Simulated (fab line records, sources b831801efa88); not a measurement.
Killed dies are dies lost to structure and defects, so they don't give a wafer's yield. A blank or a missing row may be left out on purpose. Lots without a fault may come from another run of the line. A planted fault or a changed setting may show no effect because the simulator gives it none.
fab line records | flow sky130
record lots=6 wafers=18 last_day=50
route steps=708 shown VIA3@582 METAL4@598 PAD_OPEN@708
lots that met no fault: from a run of the same line without faults
start_h: hours from the record's first day to the start of the lot's first wafer shown | wait_h: hours since the lot's step before | " the same as in the row above | L1.1+2: a row that stands for several wafers | - no value, or no start given | * or withheld: withheld | < > ~ a bound
route shown NAME@n: a module of which the file shows steps, and the number in the route of the first | usual: mean/standard deviation of fault-free wafers | same: alike in all rows | chamber/n: place in a boat | sites: the reading at each site | _std_site: their standard deviation | _edge_site: outer sites' mean less inner sites' | radius_mm: how far each site lies from the wafer's centre | mask NAME#n: copy n | behind: the tool/chamber that last shaped the wafer | hold: why the lot was held/for how many hours/how that ended | device: the transistor (n, p or np) that didn't switch | end of line: the same wafers' tests at the end of the route | a step without rows: its recipe alone | killed: dies lost to structure and defects at the first sort, not the wafer's yield | map: a wafer's dies, x killed, . not, _ none there
set.NAME: the setting as run; set.NAME@STEP: as run at that earlier step | model.NAME: the simulator's own value behind a step, which no gauge read
lots at some steps of the route; a table a step, a row a wafer
services: from which hour (start_h, from the record's first day; less than 0 if before it) a tool's chamber was out of use, for how many hours, and why
## steps
# step SKY_VIA3_EXPOSE_09
# recipe mask_id=VIM3 na=0.8 source_shape=annular sigma_inner=0.55 sigma_outer=0.85 target_cd_nm=200 dose_mj=38
# step SKY_VIA3_PEB_10
# recipe peb_temp_c=withheld peb_time_s=withheld resist=KrF-thick
# step SKY_VIA3_DEVELOP_11
# recipe develop_time_s=60 resist=KrF-thick dev_temp_c=21
# step SKY_VIA3_CD_MEAS_12
# recipe target_cd_nm=200
# usual cd_nm=200.5/1.4
# columns lot.wafer tool chamber start_h wait_h cd_nm
L973.1 cd_sem-01 - 958.46 - 202.2
L973.4 " - " " 202.1
L973.6 " - " " 201.5
L975.1 cd_sem-01 - 974.53 - 200.3
L975.3 " - " " 199.9
L975.5 " - " " 201.0
L976.1 cd_sem-02 - 980.97 - 200.9
L976.2 " - " " 200.0
L976.5 " - " " 202.0
L988.1 cd_sem-01 - 1063.90 - 200.5
L988.3 " - " " 200.6
L988.4 " - " " 200.5
L990.1 cd_sem-01 - 1069.30 - 201.9
L990.2 " - " " 202.1
L990.5 " - " " 198.8
L991.1 cd_sem-01 - 1075.06 - 199.1
L991.3 " - " " 200.7
L991.6 " - " " 200.6
# step SKY_VIA3_OVL_MEAS_13
# usual VIA3_OVL=4/5.9
# columns lot.wafer tool chamber start_h wait_h VIA3_OVL[nm]
L973.1 overlay-02 - 958.58 0.1 9
L973.4 " - " " 6
L973.6 " - " " 9
L975.1 overlay-02 - 974.65 0.1 3
L975.3 " - " " -2
L975.5 " - " " -5
L976.1 overlay-01 - 981.09 0.1 9
L976.2 " - " " 4
L976.5 " - " " 3
L988.1 overlay-02 - 1064.02 0.1 7
L988.3 " - " " 6
L988.4 " - " " 4
L990.1 overlay-02 - 1069.42 0.1 4
L990.2 " - " " 0
L990.5 " - " " 2
L991.1 overlay-01 - 1075.18 0.1 -3
L991.3 " - " " -1
L991.6 " - " " -2
# step SKY_VIA3_ETCH_14
# recipe chemistry=N2/H2 target=BARC ion_energy_ev=200 source_w=500 bias_w=100 pressure_mtorr=30 n2_flow_sccm=100 h2_flow_sccm=200 stop_on=SiO2 time_s=45.9 target_depth_a=600
# usual drypump_motor_current_A=5.6/0.45 oes_product_au=0.855/0.0046 rf_fwd_power_W=495.1/1.5 throttle_valve_pct=13.227/0.0085
# columns lot.wafer tool chamber start_h wait_h drypump_motor_current_A oes_product_au rf_fwd_power_W rf_hours_counter_h throttle_valve_pct
L973.1 rie_diel-01 3 958.62 0.0 5.2 0.861 493.3 8 13.229
L973.4 " 1 " " 5.6 0.859 495.5 11 13.224
L973.6 " 2 " " 4.9 0.860 493.2 - 13.227
L975.1 rie_diel-01 0 974.68 0.0 6.0 0.862 494.9 21 13.224
L975.3 " 3 " " 5.2 0.846 491.5 9 13.220
L975.5 " 3 " " 5.2 0.858 493.2 - 13.231
L976.1 rie_diel-02 0 981.12 0.0 6.1 0.850 498.2 29 13.221
L976.2 " 1 " " 5.2 0.859 496.8 14 13.224
L976.5 " 0 " " 6.1 0.852 496.2 - 13.239
L988.1 rie_diel-04 3 1064.05 0.0 6.2 0.860 496.9 6 13.232
L988.3 " 1 " " 5.6 0.853 492.9 17 13.209
L988.4 " 2 " " 5.7 0.854 495.3 24 13.228
L990.1 rie_diel-01 0 1069.45 0.0 5.9 0.860 495.4 24 13.220
L990.2 " 3 " " 5.2 0.857 493.6 11 13.215
L990.5 " 0 " " 6.0 0.855 496.2 - 13.208
L991.1 rie_diel-02 3 1075.22 0.0 6.2 0.855 498.2 8 13.243
L991.3 " 2 " " 5.4 0.855 492.9 7 13.224
L991.6 " 1 " " 5.2 0.847 494.2 - 13.233
# step SKY_VIA3_ETCH_15
# recipe target=SiO2 chemistry=C4F8/O2/Ar target_depth_nm=507 stop_on=TiN mask_material=KrF-thick source_w=1500 bias_w=1200 pressure_mtorr=40 c4f8_flow_sccm=withheld O2_flow_sccm=6 Ar_flow_sccm=300 time_s=78
# usual oes_product_au=0.946/0.0049 rf_fwd_power_W=1489/4.3
# columns lot.wafer tool chamber start_h wait_h oes_product_au rf_fwd_power_W rf_hours_counter_h
L973.1 rie_diel-01 3 958.66 0.0 0.948 1488 8
L973.4 " 1 " " 0.947 1494 11
L973.6 " 2 " " 0.947 1484 -
L975.1 rie_diel-01 0 974.72 0.0 0.948 1490 21
L975.3 " 3 " " 0.948 1494 9
L975.5 " 3 " " 0.944 1486 -
L976.1 rie_diel-02 0 981.17 0.0 0.948 1496 29
L976.2 " 1 " " 0.940 1486 14
L976.5 " 0 " " 0.953 1501 -
L988.1 rie_diel-04 3 1064.10 0.0 0.955 1495 6
L988.3 " 1 " " 0.944 1488 17
L988.4 " 2 " " 0.944 1484 25
L990.1 rie_diel-01 0 1069.50 0.0 0.944 1493 24
L990.2 " 3 " " 0.948 1486 11
L990.5 " 0 " " 0.939 1491 -
L991.1 rie_diel-02 3 1075.26 0.0 0.952 1496 8
L991.3 " 2 " " 0.942 1491 7
L991.6 " 1 " " 0.945 1493 -
# step SKY_VIA3_STRIP_16
# recipe chemistry=O2/N2 power_w=1400 pressure_mtorr=1500 platen_temp_c=withheld o2_flow_sccm=3000 n2_flow_sccm=300 overash_fraction=0.5
# usual drypump_motor_current_A=5.73/0.27 oes_product_au=0.402/0.0045 strip_time_to_endpoint_s=4.13/0.031
# columns lot.wafer tool chamber start_h wait_h drypump_motor_current_A oes_product_au rf_hours_counter_h strip_time_to_endpoint_s
L973.1 plasma_asher-04 1 958.72 0.0 5.26 0.396 22 4.15
L973.4 " 0 " " 5.76 0.395 - 4.08
L973.6 " 1 " " 5.27 0.401 - 4.13
L975.1 plasma_asher-01 0 974.78 0.0 5.53 0.400 49 4.06
L975.3 " 0 " " 5.55 0.397 - 4.13
L975.5 " 0 " " 5.54 0.397 - 4.17
L976.1 plasma_asher-04 0 981.23 0.0 5.74 0.405 24 4.16
L976.2 " 1 " " 5.24 0.398 24 4.14
L976.5 " 0 " " 5.72 0.399 - 4.16
L988.1 plasma_asher-04 0 1064.16 0.0 5.75 0.396 33 4.13
L988.3 " 1 " " 5.23 0.409 - 4.15
L988.4 " 0 " " 5.74 0.400 - 4.12
L990.1 plasma_asher-01 0 1069.56 0.0 5.55 0.405 58 4.10
L990.2 " 1 " " 6.04 0.399 58 4.16
L990.5 " 1 " " 6.06 0.406 - 4.07
L991.1 plasma_asher-01 1 1075.32 0.0 6.03 0.406 59 4.13
L991.3 " 0 " " 5.54 0.398 - 4.14
L991.6 " 1 " " 6.07 0.404 - 4.11
# step SKY_VIA3_STRIP_17
# recipe chemistry=post_etch_residue_remover time_s=1200 temp_c=72.5
# step SKY_VIA3_CLEAN_18
# recipe chemistry=IPA time_s=180 temp_c=25
# step SKY_VIA3_CLEAN_19
# recipe chemistry=O3/DIW dry=n2_spin
# step SKY_VIA3_SPUTTER_20
# recipe material=TiN target_thk_nm=20 chamber_pressure_pa=5 power_w=4000 time_s=80
# usual throttle_valve_pct=30.0/1.1
# columns lot.wafer tool chamber start_h wait_h throttle_valve_pct
L973.1 pvd_sputter-03 - 959.31 0.0 29.2
L973.4 " - " " 29.1
L973.6 " - " " 30.3
L975.1 pvd_sputter-04 - 975.42 0.0 30.8
L975.3 " - " " 27.4
L975.5 " - " " 30.4
L976.1 pvd_sputter-04 - 981.83 0.0 30.3
L976.2 " - " " 30.4
L976.5 " - " " 31.0
L988.1 pvd_sputter-04 - 1064.80 0.0 30.4
L988.3 " - " " 30.4
L988.4 " - " " 30.9
L990.1 pvd_sputter-03 - 1070.19 0.0 29.2
L990.2 " - " " 30.2
L990.5 " - " " 29.3
L991.1 pvd_sputter-01 - 1075.94 0.0 31.1
L991.3 " - " " 30.4
L991.6 " - " " 32.0
# step SKY_VIA3_CVD_21
# recipe material=W target_thk_nm=390 time_s=117.31 temp_c=400 pressure_torr=40
# usual heater_power_w=857/45
# columns lot.wafer tool chamber start_h wait_h heater_power_w model.W_of_VIA3_CVD_21.thk_nm
L973.1 cvd_w-02 0 959.37 0.0 870 392.1
L973.4 " 1 " " 912 404.5
L973.6 " 0 " " 866 396.3
L975.1 cvd_w-02 0 975.48 0.0 889 392.9
L975.3 " 0 " " 861 393.1
L975.5 " 0 " " 857 394.1
L976.1 cvd_w-02 0 981.89 0.0 884 393.3
L976.2 " 1 " " 934 403.6
L976.5 " 0 " " 878 395.4
L988.1 cvd_w-02 1 1064.86 0.0 898 391.8
L988.3 " 1 " " 907 392.2
L988.4 " 0 " " 874 271.3
L990.1 cvd_w-01 1 1070.25 0.0 867 388.3
L990.2 " 0 " " 802 391.6
L990.5 " 0 " " 803 390.6
L991.1 cvd_w-02 0 1076.01 0.0 895 275.6
L991.3 " 1 " " 899 399.2
L991.6 " 1 " " 921 397.6
# step SKY_VIA3_RS_MEAS_22
# recipe thk_meas_gauge=four-point-probe reads=W_of_VIA3_CVD_21+TiN_of_VIA3_SPUTTER_20
# usual VIA3_W_RS=0.293/0.0043
# columns lot.wafer tool chamber start_h wait_h hold VIA3_W_RS[ohm/sq]
L973.1 film_metro-02 - 959.50 0.1 - 0.292
L973.4 " - " " - 0.283
L973.6 " - " " - 0.289
L975.1 film_metro-02 - 975.60 0.1 - 0.291
L975.3 " - " " - 0.291
L975.5 " - " " - 0.291
L976.1 film_metro-02 - 982.01 0.1 - 0.291
L976.2 " - " " - 0.283
L976.5 " - " " - 0.289
L988.1 film_metro-04 - 1064.98 0.1 await_dispo/0.2h/release 0.293
L988.3 " - " " await_dispo/0.2h/release 0.292
L988.4 " - " " await_dispo/0.2h/release 0.425
L988.1 film_metro-04 - 1065.47 0.5 - 0.293
L988.3 " - " " - 0.293
L988.4 " - " " - 0.425
L990.1 film_metro-03 - 1070.37 0.1 - 0.295
L990.2 " - " " - 0.292
L990.5 " - " " - 0.294
L991.1 film_metro-04 - 1076.13 0.1 await_dispo/0.2h/release 0.418
L991.3 " - " " await_dispo/0.2h/release 0.287
L991.6 " - " " await_dispo/0.2h/release 0.288
L991.1 film_metro-04 - 1076.42 0.3 - 0.418
L991.3 " - " " - 0.287
L991.6 " - " " - 0.288
# step SKY_VIA3_THK_MEAS_23
# recipe thk_meas_gauge=xrf reads=W_of_VIA3_CVD_21
# usual VIA3_W_THK=397/7.7
# columns lot.wafer tool chamber start_h wait_h hold VIA3_W_THK[nm]
L973.1 film_metro-02 - 959.62 0.1 - 403
L973.4 " - " " - 421
L973.6 " - " " - 408
L975.1 film_metro-02 - 975.72 0.1 - 400
L975.3 " - " " - 401
L975.5 " - " " - 400
L976.1 film_metro-02 - 982.13 0.1 - 399
L976.2 " - " " - 411
L976.5 " - " " - 404
L988.1 film_metro-04 - 1067.52 2.0 await_dispo/0.2h/release 396
L988.3 " - " " await_dispo/0.2h/release 395
L988.4 " - " " await_dispo/0.2h/release 274
L988.1 film_metro-04 - 1067.74 0.2 - 398
L988.3 " - " " - 396
L988.4 " - " " - 273
L990.1 film_metro-03 - 1070.49 0.1 - 391
L990.2 " - " " - 390
L990.5 " - " " - 390
L991.1 film_metro-04 - 1077.43 1.0 await_dispo/0.2h/release 278
L991.3 " - " " await_dispo/0.2h/release 405
L991.6 " - " " await_dispo/0.2h/release 402
L991.1 film_metro-04 - 1077.66 0.2 - 277
L991.3 " - " " - 401
L991.6 " - " " - 404
# step SKY_VIA3_CMP_24
# recipe stop_on=SiO2 t_overpolish_s=20 down_force_psi=3.5 platen_rpm=60 target_thk_nm=0 pad_velocity_m_s=0.94248
# usual motor_current_A=11.0/1.1 time_to_endpoint_s=93/3.2
# columns lot.wafer tool chamber start_h wait_h hold motor_current_A time_to_endpoint_s
L973.4 cmp-01 1 959.78 0.1 - 10.5 92
L973.1 " 2 " " - 10.8 96
L973.6 " 3 " " - 11.7 92
L975.1 cmp-02 2 975.88 0.1 - 10.6 89
L975.3 " 3 " " - 9.8 92
L975.5 " 1 " " - 9.6 92
L976.2 cmp-02 3 982.19 0.0 - 10.7 96
L976.1 " 1 " " - 9.4 95
L976.5 " 0 " " - 10.5 89
L988.4 cmp-01 0 1070.12 2.3 await_dispo/2.2h/release 13.8 67
L988.3 " 2 " " await_dispo/2.2h/release 11.3 92
L988.1 " 3 " " await_dispo/2.2h/release 11.5 99
L990.1 cmp-01 2 1070.55 0.1 - 11.3 90
L990.2 " 0 " " - 13.6 93
L990.5 " 2 " " - 10.6 95
L991.3 cmp-01 0 1084.30 6.6 await_dispo/3.8h/release 13.2 93
L991.1 " 2 " " await_dispo/3.8h/release 10.7 67
L991.6 " 1 " " await_dispo/3.8h/release 10.6 94
# step SKY_METAL4_SPUTTER_00
# recipe material=Ti target_thk_nm=15 power_w=3000 time_s=10 chamber_pressure_pa=0.4
# usual throttle_valve_pct=30.2/0.91
# columns lot.wafer tool chamber start_h wait_h throttle_valve_pct
L973.1 pvd_sputter-01 - 959.98 0.1 31.7
L973.4 " - " " 31.3
L973.6 " - " " 30.4
L975.1 pvd_sputter-01 - 976.08 0.1 31.3
L975.3 " - " " 30.3
L975.5 " - " " 30.5
L976.1 pvd_sputter-02 - 982.49 0.1 30.1
L976.2 " - " " 29.5
L976.5 " - " " 29.9
L988.1 pvd_sputter-03 - 1070.42 0.1 29.4
L988.3 " - " " 28.8
L988.4 " - " " 30.2
L990.1 pvd_sputter-01 - 1070.85 0.2 29.7
L990.2 " - " " 30.3
L990.5 " - " " 31.0
L991.1 pvd_sputter-03 - 1084.60 0.1 29.4
L991.3 " - " " 30.6
L991.6 " - " " 30.7
# step SKY_PAD_OPEN_PROBE_99
# usual defect_limited_yield=82.4/1.8 killed_at_M0_to_M3=44/6 killed_at_M4_up=2.9/1.5 killed_at_contacts=24/4.9 killed_at_front_end=16/4.3 killed_at_other=0.3/0.54 killed_dies=87/8.7 killed_on_rim=17/3.6 killed_open=48/6.7 killed_short=39/5.9 sort_bin_3_pad_short=0.9/0.4 sort_bin_5_function=10.5/1.5 sort_bin_6_memory=6.2/1.1 sort_n_pass=405/8.7 sort_yield_pct=82.4/1.8
# same gross_dies=492 killed_at_back_side=0 sort_bin_4_leakage[%]=0 sort_bin_8_speed[%]=0
# columns lot.wafer tool chamber start_h wait_h defect_limited_yield[%] killed_at_M0_to_M3 killed_at_M4_up killed_at_contacts killed_at_front_end killed_at_other killed_dies killed_on_rim killed_open killed_short sort_bin_3_pad_short[%] sort_bin_5_function[%] sort_bin_6_memory[%] sort_n_pass sort_yield_pct[%]
L973.1 prober-01 - 1103.43 0.1 81.9 41 2 30 16 0 89 18 51 38 0.2 12.2 5.7 403 81.9
L973.4 prober-01 - 1103.58 0.2 82.3 39 5 25 18 0 87 17 52 35 0.6 9.3 7.7 405 82.3
L973.6 prober-01 - 1103.68 0.2 81.9 47 2 23 16 1 89 18 49 39 1.0 10.4 6.7 403 81.9
L975.1 prober-02 - 1115.15 0.1 81.5 51 4 19 17 0 91 20 51 40 1.4 10.6 6.5 401 81.5
L975.3 prober-02 - 1115.25 0.2 82.3 39 2 29 17 0 87 16 44 43 1.6 10.2 5.9 405 82.3
L975.5 prober-02 - 1115.35 0.2 80.1 44 4 30 19 1 98 14 55 43 1.0 11.2 7.7 394 80.1
L988.1 prober-01 - 1186.68 0.1 83.9 37 2 28 11 1 79 11 45 33 0.8 8.1 7.1 413 83.9
L988.3 prober-01 - 1186.78 0.2 84.6 41 2 22 11 0 76 18 42 34 1.0 8.3 6.1 416 84.6
L988.4 prober-01 - 1186.83 0.2 80.1 46 3 32 17 0 98 14 56 42 1.6 9.6 8.7 394 80.1
L990.1 prober-01 - 1191.04 0.1 84.1 48 2 18 10 0 78 11 34 44 0.2 10.0 5.7 414 84.1
L990.2 prober-01 - 1191.09 0.1 80.5 50 5 19 22 0 96 22 56 40 1.6 13.2 4.7 396 80.5
L990.5 prober-01 - 1191.24 0.2 81.9 52 3 20 13 1 89 24 54 35 0.8 10.6 6.7 403 81.9
# killed by level:class
L973.1 CONTACT:geometric_particle:open=12 VIA1:geometric_particle:open=9 VIA3:geometric_particle:open=9 LI_CONTACT:geometric_particle:open=8 FIELD_ISO:geometric_particle:open=5 FIELD_ISO:geometric_particle:short=5 LI_CONTACT:geometric_particle:short=5 METAL2:geometric_particle:short=5
L973.4 CONTACT:geometric_particle:open=12 VIA1:geometric_particle:open=9 VIA2:geometric_particle:open=7 LI_CONTACT:geometric_particle:open=7 FIELD_ISO:geometric_particle:short=6 FIELD_ISO:geometric_particle:open=6 VIA3:geometric_particle:short=6 VIA3:geometric_particle:open=6
L973.6 LI_CONTACT:geometric_particle:open=8 VIA1:geometric_particle:open=8 METAL1:geometric_particle:short=7 VIA1:geometric_particle:short=7 POLY_GATE:geometric_particle:open=6 LI_CONTACT:geometric_particle:short=6 VIA2:geometric_particle:open=6 CONTACT:geometric_particle:open=5
L975.1 VIA1:geometric_particle:open=16 VIA3:geometric_particle:open=11 POLY_GATE:geometric_particle:short=7 VIA2:geometric_particle:short=6 METAL2:geometric_particle:short=5 LI_CONTACT:geometric_particle:open=4 CONTACT:geometric_particle:short=4 CONTACT:geometric_particle:open=4
L975.3 CONTACT:geometric_particle:open=8 LI_CONTACT:geometric_particle:open=7 VIA1:geometric_particle:open=7 POLY_GATE:geometric_particle:short=6 CONTACT:geometric_particle:short=6 VIA3:geometric_particle:short=6 FIELD_ISO:geometric_particle:open=5 VIA2:geometric_particle:open=5
L975.5 CONTACT:geometric_particle:open=16 VIA1:geometric_particle:open=11 VIA1:geometric_particle:short=9 POLY_GATE:geometric_particle:open=7 LI_CONTACT:geometric_particle:open=6 VIA3:geometric_particle:open=6 CONTACT:geometric_particle:short=5 FIELD_ISO:geometric_particle:short=4
L988.1 CONTACT:geometric_particle:open=10 VIA1:geometric_particle:open=9 LI_CONTACT:geometric_particle:open=8 METAL2:geometric_particle:short=6 METAL3:geometric_particle:short=6 CONTACT:geometric_particle:short=5 FIELD_ISO:geometric_particle:open=4 VIA2:geometric_particle:open=4
L988.3 LI_CONTACT:geometric_particle:open=9 CONTACT:geometric_particle:open=8 METAL1:geometric_particle:short=6 VIA1:geometric_particle:open=6 VIA3:geometric_particle:open=6 VIA2:geometric_particle:short=5 VIA2:geometric_particle:open=5 METAL3:geometric_particle:short=4
L988.4 CONTACT:geometric_particle:open=14 VIA2:geometric_particle:open=10 METAL1:geometric_particle:short=8 LI_CONTACT:geometric_particle:open=6 VIA1:geometric_particle:short=6 FIELD_ISO:geometric_particle:open=5 LI_CONTACT:geometric_particle:short=5 VIA1:geometric_particle:open=5
L990.1 VIA1:geometric_particle:open=9 VIA1:geometric_particle:short=7 METAL2:geometric_particle:short=7 VIA3:geometric_particle:open=6 LI_CONTACT:geometric_particle:open=6 METAL3:geometric_particle:short=5 CONTACT:geometric_particle:open=4 VIA2:geometric_particle:short=4
L990.2 VIA1:geometric_particle:open=10 LI_CONTACT:geometric_particle:open=9 VIA2:geometric_particle:open=8 VIA3:geometric_particle:open=7 FIELD_ISO:geometric_particle:short=6 CONTACT:geometric_particle:open=6 VIA3:geometric_particle:short=6 FIELD_ISO:geometric_particle:open=5
L990.5 VIA1:geometric_particle:open=13 VIA3:geometric_particle:open=12 LI_CONTACT:geometric_particle:open=8 METAL1:geometric_particle:short=6 CONTACT:geometric_particle:open=5 VIA1:geometric_particle:short=5 VIA2:geometric_particle:open=5 FIELD_ISO:geometric_particle:short=4
## services
# columns tool chamber start_h hours kind
pvd_sputter-04 - 936.09 3.5 repair
cmp-01 - 943.33 0.4 repair
rie_diel-02 3 949.35 1.3 repair
cmp-01 - 960.52 2.7 repair
rie_diel-01 - 977.94 2.8 pm
pvd_sputter-03 - 981.37 4.9 repair
cmp-02 - 984.65 1.8 repair
cmp-01 - 985.36 4.5 repair
rie_diel-01 3 986.28 10.2 repair
rie_diel-04 2 991.01 8.9 repair
plasma_asher-01 - 994.99 2.2 repair
cvd_w-02 1 995.28 9.5 repair
cmp-02 - 1007.31 0.2 repair
rie_diel-02 0 1010.10 - clean
rie_diel-02 0 1010.10 - consumable_replace:showerhead
rie_diel-02 - 1010.87 2.8 pm
rie_diel-02 - 1016.30 15.6 pm
plasma_asher-01 - 1016.82 6.5 repair
rie_diel-04 - 1017.37 0.2 repair
plasma_asher-04 - 1022.15 8.6 repair
rie_diel-01 1 1036.50 9.4 repair
rie_diel-02 - 1056.97 0.3 repair
cmp-02 - 1057.44 1.3 repair
cmp-01 - 1080.26 4.0 repair
## key
first_sign step=SKY_VIA3_RS_MEAS_22 reading=visit direction=added through=control_loop
effect step=SKY_VIA3_RS_MEAS_22 reading=VIA3_W_RS direction=up sigmas=30 usual=0.293 struck=0.421 through=control_loop
effect step=SKY_VIA3_THK_MEAS_23 reading=visit direction=added through=control_loop
effect step=SKY_VIA3_THK_MEAS_23 reading=VIA3_W_THK direction=down sigmas=16 usual=397 struck=276 through=control_loop
effect step=SKY_VIA3_CMP_24 reading=time_to_endpoint_s direction=down sigmas=8 usual=* struck=* through=*
model_effect step=SKY_VIA3_CVD_21 value=W_of_VIA3_CVD_21.thk_nm without=384.3 struck=273.4
met_at SKY_VIA3_CVD_21
struck_wafers L988.4,L991.1
loop_trim step=SKY_VIA3_EXPOSE_09 setting=dose lots=L988,L991
onset_between 981.89 1064.86
fault kind=process_parameter_drift tool=cvd_w-02 chamber=0 onset_h=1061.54 steps=SKY_VIA3_CVD_21 channel=target_thk_nm offset=-111.33 shape=step end_h=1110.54 acts_in=these_recipes_only stated=390
# loop_trim: a control loop set the setting to another value than it would have without faults
